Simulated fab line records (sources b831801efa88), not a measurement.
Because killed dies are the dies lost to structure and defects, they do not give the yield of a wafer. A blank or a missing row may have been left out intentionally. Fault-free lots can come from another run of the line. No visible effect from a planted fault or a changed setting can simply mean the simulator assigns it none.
Problem report, 8D (eight disciplines) form, completed by code ; flow sky130 ; the parts of the form that need people (team, actions taken, sign-off) are left out

1. THE ISSUE
chamber pressure mTorr at SKY_METAL4_METAL_ETCH_18 reads a mean of 8.001 mTorr on 6 wafers of 2 lots; wafers without a fault read 9.999 mTorr with a standard deviation of 0.01. So: -99 or more standard deviations from the usual mean.
The step: etches the open film in Cl2/BCl3, stops on SiO2, target depth 845 nm, time 183.1 s.
Earliest sighting: wafer L676.1 on rie metal-02 at day 45 02:55. Wafers with a number at this step in the record: 33, from 11 lots. Rule for "out", or "out of limits": more than 4 standard deviations from the usual mean. Any other wafer with a number is counted as sound.

2. WHAT IT IS AND WHAT IT IS NOT
question;is;is not
which readings at this step;chamber pressure mTorr;bias w, drypump motor current A, he backside leak sccm, throttle valve pct
which lots;L676, L677;L664, L665, L668, L672, L680, L681, L685, L686, L687
which wafers of those lots;all that have a number;-
read on which tools;rie metal-02;rie metal-01, rie metal-03
when;from day 45 02:55;"up to then (12 sound wafers); but 15 sound wafers of L680, L681, L685, L686, L687 came after"

3. THE SUSPECTS, EACH WITH WHAT RULES IT OUT
Counting: a tool at a process step up to the reading stays a suspect if it ran every lot that is out and no sound lot after the first of them.
- rie metal-02 at SKY_METAL4_METAL_ETCH_18 (etches the open film in Cl2/BCl3, stops on SiO2, target depth 845 nm, time 183.1 s): kept. It processed each lot that is out, first L676 at day 45 02:55, and no sound lot thereafter; up to then, the last sound lot it processed was L672 at day 44 04:08. On those wafers its own readings are out: chamber pressure mTorr.
Left after counting: rie metal-02 at SKY_METAL4_METAL_ETCH_18.

4. THE CAUSE (what the simulator had put in)
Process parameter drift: rie metal-02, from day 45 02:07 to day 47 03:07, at SKY_METAL4_METAL_ETCH_18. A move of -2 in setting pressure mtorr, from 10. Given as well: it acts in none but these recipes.
After counting, this tool was the only one left.

5. THE EFFECT CHAIN, in route order
Each row: a reading where the mean over the struck wafers with a number is more than 3 standard deviations away from the usual. Only readings for which the record gives a usual standard deviation are gone through. hours: the time from each lot's start at the first step in this table that gives one to its start at this step, as a median over the lots. sigmas: the change in usual standard deviations.
hours;step;reading;usual;on struck wafers;change;sigmas
0;SKY_METAL4_METAL_ETCH_18;chamber pressure mTorr;9.999 mTorr;8.001;-1.998;-99 or more
The process steps in it:
- SKY_METAL4_METAL_ETCH_18: etches the open film in Cl2/BCl3, stops on SiO2, target depth 845 nm, time 183.1 s.

6. HOW IT WOULD HAVE BEEN CAUGHT EARLIER
In this record the first reading out of limits was taken at day 45 02:55, 1 hour after the fault began at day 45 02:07.
